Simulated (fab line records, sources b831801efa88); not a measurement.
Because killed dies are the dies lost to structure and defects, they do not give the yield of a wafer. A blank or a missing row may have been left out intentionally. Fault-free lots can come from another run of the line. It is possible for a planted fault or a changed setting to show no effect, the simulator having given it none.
A lot that was struck, set against a sound lot    flow sky130    14 out of 708 route steps
Sound: wafers L509.1, L509.2, L509.3. Wafers struck: L511.2, L511.3, L511.5. The cause is given at the end.
Per side, at each step with rows, come the tool, then ch with its chambers, and then its first start. Under that, the readings that differ: sound wafers    struck wafers    difference of the means    sigmas: that difference in standard deviations of wafers without a fault.
alike: readings whose means differ by less than 2 such deviations, and words and numbers that are the same on both sides. not compared: withheld readings, readings that some wafer has no value for, bounds like >300 that may hide the same value, and numbers for which the record gives no deviation and whose values overlap.
A row with sigmas, a row that says differs or no value, or rows on one side alone: a step with any of these is where the two part. When numbers do not overlap yet have no deviation, they are printed without sigmas and do not part them. A reading missing from all wafers of one side parts the sides only when that side holds two or more wafers.

first, 2 steps without rows for these wafers: SKY_VT_ADJUST_LVTN_PEB_05; SKY_VT_ADJUST_LVTN_DEVELOP_06 (develop time 60 s).
SKY_VT_ADJUST_LVTN_OVL_MEAS_07:
  sound: overlay-01 at day 10 14:14; struck: overlay-02 at day 11 01:48
  alike: VT_ADJUST_LVTN_OVL
following that, these wafers have no rows for 1 step: SKY_VT_ADJUST_LVTN_IMPLANT_08.
SKY_VT_ADJUST_LVTN_STRIP_09: strips in O2/N2.
  sound on plasma_asher-02 ch 0,1, day 10 14:26; struck on plasma_asher-02 ch 0, day 11 01:59
  alike: drypump_motor_current_A, oes_product_au, strip_time_to_endpoint_s
  not compared: rf_hours_counter_h
SKY_VT_ADJUST_LVTN_TW_MEAS_10:
  sound: film_metro-04 at day 10 14:32; struck: film_metro-04 at day 11 02:05
  alike: VT_ADJUST_LVTN_TW
then, 6 steps without rows for these wafers: SKY_VT_ADJUST_LVTN_DEHYDRATE_11 (time 60 s); SKY_VT_ADJUST_LVTN_HMDS_12 (prime time 60 s); SKY_VT_ADJUST_LVTN_COAT_13 (resist thk 1140 nm); SKY_VT_ADJUST_LVTN_SOFTBAKE_14 (time 60 s); SKY_VT_ADJUST_LVTN_EXPOSE_15 (exposes mask HVN STD DERIVED, target cd 600 nm); SKY_VT_ADJUST_LVTN_PEB_16.
SKY_VT_ADJUST_LVTN_DEVELOP_17: develop time 60 s.
  sound on litho_track-04 ch 0, day 11 15:23; struck on litho_track-04, day 12 03:49
  no value came back on the struck wafers for chill_plate_temp_C (C), develop_time_s (s), exhaust_pa (Pa); on the sound wafers chill_plate_temp_C (C) reads 23.01 23.02 23.09
SKY_VT_ADJUST_LVTN_OVL_MEAS_18:
  sound: overlay-02 at day 11 15:32; struck: overlay-02 at day 12 03:57
reading                     sound        struck  difference                     sigmas
VT_ADJUST_LVTN_01_OVL (nm)  0.5 0.1 1.3  - - -   no value on the struck wafers  

WHERE THEY PART
Last at SKY_VT_ADJUST_LVTN_OVL_MEAS_18 as far as this record goes, first at SKY_VT_ADJUST_LVTN_DEVELOP_17.

WHY: what had been put in by the simulator
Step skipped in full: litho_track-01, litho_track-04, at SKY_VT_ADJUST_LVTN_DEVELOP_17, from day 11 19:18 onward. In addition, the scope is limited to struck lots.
